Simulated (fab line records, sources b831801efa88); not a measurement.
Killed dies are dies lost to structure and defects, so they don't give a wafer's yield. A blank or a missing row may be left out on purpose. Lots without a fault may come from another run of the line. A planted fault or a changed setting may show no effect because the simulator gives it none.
fab line records | flow sky130
record lots=15 wafers=45 last_day=50
route steps=708 shown VT_ADJUST_HVTP@89 METAL1@451 VIA1@473 VIA2@510
lots that met no fault: from a run of the same line without faults
start_h: hours from the record's first day to the start of the lot's first wafer shown | wait_h: hours since the lot's step before | " the same as in the row above | L1.1+2: a row that stands for several wafers | - no value, or no start given | * or withheld: withheld | < > ~ a bound
route shown NAME@n: a module of which the file shows steps, and the number in the route of the first | usual: mean/standard deviation of fault-free wafers | same: alike in all rows | chamber/n: place in a boat | sites: the reading at each site | _std_site: their standard deviation | _edge_site: outer sites' mean less inner sites' | radius_mm: how far each site lies from the wafer's centre | mask NAME#n: copy n | behind: the tool/chamber that last shaped the wafer | hold: why the lot was held/for how many hours/how that ended | device: the transistor (n, p or np) that didn't switch | end of line: the same wafers' tests at the end of the route | a step without rows: its recipe alone | killed: dies lost to structure and defects at the first sort, not the wafer's yield | map: a wafer's dies, x killed, . not, _ none there
set.NAME: the setting as run; set.NAME@STEP: as run at that earlier step | model.NAME: the simulator's own value behind a step, which no gauge read
steps of the route over a sample of lots; a table a step, a row a wafer
services: from which hour (start_h, from the record's first day; less than 0 if before it) a tool's chamber was out of use, for how many hours, and why
## steps
# step SKY_VT_ADJUST_HVTP_EXPOSE_04
# recipe mask_id=HVTPM na=0.6 source_shape=conventional sigma_outer=0.6 polarization=unpolarized target_cd_nm=380 dose_mj=140
# usual exposure_dose_mJ_cm2=140.7/0.69 focus_offset_nm=0.1/0.5 sigma_outer=0.6/0
# columns lot.wafer tool chamber start_h wait_h mask exposure_dose_mJ_cm2 focus_offset_nm sigma_outer
L991.1 iline_stepper-02 0 119.17 - HVTPM#0 141.4 -1.0 0.6
L991.3 " 0 " " HVTPM#0 141.3 0.1 0.6
L991.6 " 0 " " HVTPM#0 141.3 -0.5 0.6
L992.2 iline_stepper-02 0 120.91 - HVTPM#0 141.2 -1.0 0.6
L992.5 " 0 " " HVTPM#0 141.2 0.2 0.6
L992.6 " 0 " " HVTPM#0 141.5 -0.9 0.6
L993.2 iline_stepper-02 0 125.85 - HVTPM#0 141.2 0.3 0.6
L993.4 " 0 " " HVTPM#0 141.3 0.9 0.6
L993.5 " 0 " " HVTPM#0 141.1 0.3 0.6
L996.4 iline_stepper-01 0 142.24 - HVTPM#0 139.9 0.1 0.6
L996.5 " 0 " " HVTPM#0 139.7 -0.1 0.6
L996.6 " 0 " " HVTPM#0 139.8 0.0 0.6
L997.1 iline_stepper-02 0 149.06 - HVTPM#0 141.0 -0.4 0.6
L997.3 " 0 " " HVTPM#0 141.4 0.7 0.6
L997.4 " 0 " " HVTPM#0 141.3 0.2 0.6
L998.1 iline_stepper-02 - 156.08 - HVTPM#0 - - -
L998.2 " - " " HVTPM#0 - - -
L998.3 " - " " HVTPM#0 - - -
L999.2 iline_stepper-02 - 163.36 - HVTPM#0 - - -
L999.5 " - " " HVTPM#0 - - -
L999.6 " - " " HVTPM#0 - - -
L100.1 iline_stepper-02 - 169.18 - HVTPM#0 - - -
L100.2 " - " " HVTPM#0 - - -
L100.6 " - " " HVTPM#0 - - -
L105.3 iline_stepper-02 0 198.22 - HVTPM#0 141.3 0.6 0.6
L105.4 " 0 " " HVTPM#0 141.2 -0.2 0.6
L105.6 " 0 " " HVTPM#0 141.3 0.4 0.6
L106.1 iline_stepper-02 0 206.13 - HVTPM#0 141.3 0.0 0.6
L106.5 " 0 " " HVTPM#0 141.4 -0.2 0.6
L106.6 " 0 " " HVTPM#0 141.3 0.4 0.6
L107.2 iline_stepper-02 0 211.25 - HVTPM#0 141.3 0.5 0.6
L107.3 " 0 " " HVTPM#0 141.3 0.2 0.6
L107.4 " 0 " " HVTPM#0 141.3 1.0 0.6
L110.3 iline_stepper-01 0 235.37 - HVTPM#0 140.0 0.9 0.6
L110.5 " 0 " " HVTPM#0 140.0 -0.5 0.6
L110.6 " 0 " " HVTPM#0 139.9 0.8 0.6
L112.1 iline_stepper-01 0 243.88 - HVTPM#0 140.0 -0.3 0.6
L112.2 " 0 " " HVTPM#0 140.0 -0.2 0.6
L112.6 " 0 " " HVTPM#0 140.2 -0.5 0.6
L113.1 iline_stepper-01 0 249.74 - HVTPM#0 140.0 0.5 0.6
L113.4 " 0 " " HVTPM#0 139.9 0.1 0.6
L113.6 " 0 " " HVTPM#0 139.8 0.8 0.6
L114.3 iline_stepper-01 0 280.23 - HVTPM#0 139.9 0.0 0.6
L114.5 " 0 " " HVTPM#0 140.1 0.6 0.6
L114.6 " 0 " " HVTPM#0 139.8 0.5 0.6
# step SKY_METAL1_DESCUM_17
# recipe chemistry=O2 source_power_w=150 bias_power_w=0 pressure_mtorr=10 temp_c=40 time_s=8
# usual drypump_motor_current_A=5.5/0.64 oes_product_au=1.003/0.013 rf_fwd_power_W=147.3/0.67
# same bias_power_w=0
# columns lot.wafer tool chamber start_h wait_h drypump_motor_current_A oes_product_au rf_fwd_power_W rf_hours_counter_h
L991.1 rie_metal-04 0 779.61 0.0 6.6 0.998 147.9 11
L991.3 " 0 " " 6.6 1.003 147.6 -
L991.6 " 0 " " 6.6 0.994 147.8 -
L992.2 rie_metal-02 1 781.25 0.0 4.9 0.998 146.2 15
L992.5 " 1 " " 4.9 0.992 146.7 -
L992.6 " 0 " " 4.9 0.995 146.9 -
L993.2 rie_metal-03 1 781.60 0.0 5.3 1.020 148.6 4
L993.4 " 1 " " 5.3 1.004 148.5 -
L993.5 " 1 " " 5.3 1.012 147.7 -
L996.4 rie_metal-04 0 803.74 0.0 6.6 1.010 147.1 -
L996.5 " 0 " " 6.6 1.006 146.8 -
L996.6 " 1 " " 6.2 1.005 146.0 -
L997.1 rie_metal-03 0 809.49 0.0 5.5 1.029 147.2 8
L997.3 " 1 " " 5.3 1.014 148.0 -
L997.4 " 0 " " 5.5 1.033 147.5 -
L998.1 rie_metal-04 1 818.88 0.0 6.1 0.989 146.4 5
L998.2 " 0 " " 6.6 0.992 146.6 13
L998.3 " 0 " " 6.6 0.992 147.1 -
L999.2 rie_metal-02 0 827.50 0.0 4.9 0.994 147.3 6
L999.5 " 1 " " 4.9 1.000 146.6 -
L999.6 " 0 " " 4.9 0.999 147.3 -
L100.1 rie_metal-02 1 833.74 0.0 4.9 1.006 147.8 0
L100.2 " 0 " " 4.9 0.992 147.0 7
L100.6 " 0 " " 4.9 0.992 147.0 -
L105.3 rie_metal-04 1 869.25 0.0 6.1 0.997 146.7 -
L105.4 " 0 " " 6.6 0.999 147.7 -
L105.6 " 1 " " 6.1 1.001 146.3 -
L106.1 rie_metal-03 0 874.90 0.0 5.5 1.016 147.8 11
L106.5 " 1 " " 5.3 1.012 148.2 -
L106.6 " 0 " " 5.5 1.025 147.9 -
L107.2 rie_metal-02 0 884.95 0.0 4.9 0.984 147.8 9
L107.3 " 1 " " 4.9 0.997 147.2 -
L107.4 " 0 " " 4.9 0.989 147.3 -
L110.3 rie_metal-04 1 912.96 0.0 6.2 0.992 146.7 -
L110.5 " 1 " " 6.1 0.998 146.8 -
L110.6 " 0 " " 6.6 1.004 147.8 -
L112.1 rie_metal-02 1 934.70 0.0 4.9 0.985 146.5 4
L112.2 " 0 " " 4.9 0.978 146.6 11
L112.6 " 0 " " 4.9 0.976 147.0 -
L113.1 rie_metal-02 0 936.48 0.0 4.9 0.985 147.5 11
L113.4 " 1 " " 4.9 0.989 146.3 -
L113.6 " 0 " " 4.9 0.983 147.9 -
L114.3 rie_metal-03 1 951.92 0.0 5.3 1.024 148.6 -
L114.5 " 1 " " 5.3 1.011 147.8 -
L114.6 " 1 " " 5.3 1.023 148.5 -
# step SKY_VIA1_ETCH_15
# recipe target=SiO2 chemistry=C4F8/O2/Ar target_depth_nm=351 stop_on=TiN mask_material=KrF-thick source_w=1500 bias_w=1200 pressure_mtorr=40 c4f8_flow_sccm=withheld O2_flow_sccm=6 Ar_flow_sccm=300 time_s=54
# usual oes_product_au=0.981/0.0064 rf_fwd_power_W=1487/6.5
# columns lot.wafer tool chamber start_h wait_h oes_product_au rf_fwd_power_W rf_hours_counter_h
L991.1 rie_diel-02 1 806.73 0.0 0.987 1487 12
L991.3 " 3 " " 0.966 1482 2
L991.6 " 2 " " 0.976 1495 -
L992.2 rie_diel-02 3 808.99 0.0 0.977 1474 2
L992.5 " 2 " " 0.970 1488 -
L992.6 " 3 " " 0.982 1474 -
L993.2 rie_diel-04 2 809.33 0.0 0.984 1499 9
L993.4 " 3 " " 0.994 1488 13
L993.5 " 2 " " 0.980 1495 -
L996.4 rie_diel-03 3 829.78 0.0 0.983 1485 6
L996.5 " 0 " " 0.981 1493 -
L996.6 " 3 " " 0.989 1493 -
L997.1 rie_diel-04 3 836.19 0.0 0.983 1485 14
L997.3 " 2 " " 0.982 1490 11
L997.4 " 1 " " 0.993 1492 8
L998.1 rie_diel-04 1 845.88 0.0 0.994 1499 8
L998.2 " 3 " " 0.985 1479 14
L998.3 " 2 " " 0.983 1495 11
L999.2 rie_diel-04 0 855.54 0.0 0.984 1485 5
L999.5 " 2 " " 0.983 1490 -
L999.6 " 1 " " 0.982 1492 -
L100.1 rie_diel-02 0 861.18 0.0 0.985 1492 4
L100.2 " 3 " " 0.982 1478 4
L100.6 " 3 " " 0.990 1478 -
L105.3 rie_diel-02 2 895.74 0.0 0.978 1495 4
L105.4 " 0 " " 0.964 1480 5
L105.6 " 1 " " 0.983 1484 -
L106.1 rie_diel-02 0 902.13 0.0 0.988 1489 6
L106.5 " 3 " " 0.988 1476 -
L106.6 " 2 " " 0.977 1486 -
L107.2 rie_diel-02 1 911.63 0.0 0.980 1492 14
L107.3 " 2 " " 0.974 1490 4
L107.4 " 0 " " 0.981 1487 6
L110.3 rie_diel-03 0 939.28 0.0 0.986 1484 2
L110.5 " 3 " " 0.989 1498 -
L110.6 " 2 " " 0.985 1483 -
L112.1 rie_diel-04 0 959.89 0.0 0.987 1481 9
L112.2 " 1 " " 0.985 1490 12
L112.6 " 1 " " 0.977 1499 -
L113.1 rie_diel-03 0 961.98 0.0 0.977 1489 3
L113.4 " 0 " " 0.974 1493 -
L113.6 " 2 " " 0.986 1481 -
L114.3 rie_diel-03 1 977.09 0.0 0.987 1487 0
L114.5 " 2 " " 0.976 1481 -
L114.6 " 1 " " 0.985 1488 -
# step SKY_VIA2_BOW_MEAS_03
# recipe mode=bow
# usual VIA2_BOW=87/6.9
# columns lot.wafer tool chamber start_h wait_h VIA2_BOW[um]
L991.1 film_metro-03 - 834.66 0.2 93
L991.3 " - " " 84
L991.6 " - " " 80
L992.2 film_metro-04 - 836.79 0.2 84
L992.5 " - " " 86
L992.6 " - " " 94
L993.2 film_metro-04 - 837.73 0.2 92
L993.4 " - " " 91
L993.5 " - " " 82
L996.4 film_metro-02 - 859.04 0.2 80
L996.5 " - " " 93
L996.6 " - " " 81
L997.1 film_metro-02 - 865.50 0.1 78
L997.3 " - " " 69
L997.4 " - " " 68
L998.1 film_metro-04 - 874.80 0.2 84
L998.2 " - " " 88
L998.3 " - " " 93
L999.2 film_metro-02 - 883.77 0.2 82
L999.5 " - " " 82
L999.6 " - " " 83
L100.1 film_metro-02 - 889.90 0.1 96
L100.2 " - " " 90
L100.6 " - " " 95
L105.3 film_metro-04 - 923.32 0.1 79
L105.4 " - " " 83
L105.6 " - " " 87
L106.1 film_metro-02 - 929.55 0.1 85
L106.5 " - " " 88
L106.6 " - " " 87
L107.2 film_metro-02 - 940.06 0.2 99
L107.3 " - " " 84
L107.4 " - " " 96
L110.3 film_metro-04 - 966.04 0.2 94
L110.5 " - " " 88
L110.6 " - " " 89
L112.1 film_metro-03 - 988.35 0.1 91
L112.2 " - " " 95
L112.6 " - " " 91
L113.1 film_metro-04 - 988.46 0.1 69
L113.4 " - " " 83
L113.6 " - " " 89
L114.3 film_metro-02 - 1004.03 0.2 95
L114.5 " - " " 85
L114.6 " - " " 89
## services
# columns tool chamber start_h hours kind
rie_diel-02 2 106.54 12.2 repair
iline_stepper-02 - 186.10 2.1 pm
iline_stepper-02 - 215.89 1.7 pm
rie_diel-02 - 216.93 2.8 pm
rie_diel-02 3 245.62 8.7 repair
rie_diel-02 1 252.31 19.4 repair
rie_metal-02 1 278.75 6.6 repair
rie_diel-02 3 294.06 3.4 repair
rie_metal-02 - 300.32 2.8 pm
rie_diel-02 - 310.51 0.5 repair
rie_diel-02 1 325.69 2.5 repair
iline_stepper-02 - 331.15 1.3 repair
rie_diel-02 1 336.95 8.1 repair
rie_diel-02 0 349.63 22.7 repair
rie_diel-02 1 408.52 8.6 repair
iline_stepper-02 - 434.07 1.7 pm
iline_stepper-02 - 459.94 6.4 repair
iline_stepper-02 - 496.71 5.1 repair
iline_stepper-02 - 615.37 4.4 pm
iline_stepper-02 - 637.84 4.5 repair
iline_stepper-02 - 652.25 1.7 pm
iline_stepper-02 - 870.46 1.7 pm
iline_stepper-02 - 922.65 16.4 repair
iline_stepper-02 - 939.91 2.7 repair
## key
first_sign step=SKY_VT_ADJUST_HVTP_EXPOSE_04 reading=tool_record direction=missing
effect none on later readings
met_at SKY_VT_ADJUST_HVTP_EXPOSE_04
struck_lots L998,L999,L100
sort_left_out L998.1,L998.2,L998.3,L999.2,L999.5,L999.6,L100.1,L100.2,L100.6
tester_left_out L998,L999,L100
not_acting_at SKY_METAL1_DESCUM_17,SKY_VIA1_ETCH_15,SKY_VIA2_BOW_MEAS_03
onset_between 149.06 156.08
fault kind=skipped_step_whole tool=iline_stepper-02 chamber=- onset_h=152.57 steps=SKY_VT_ADJUST_HVTP_EXPOSE_04 scope=struck_lots_only
# tester_left_out: of these lots the tester's yield and bins aren't shown, on N5 and GAA mostly nor the transistor test; their killed dies are dies lost to structure and defects alone, not to doping, threshold or leakage, so they don't give the yield
# sort_left_out: the simulated sort isn't trusted on such a fault, so these wafers' sort isn't shown, and their yield isn't known
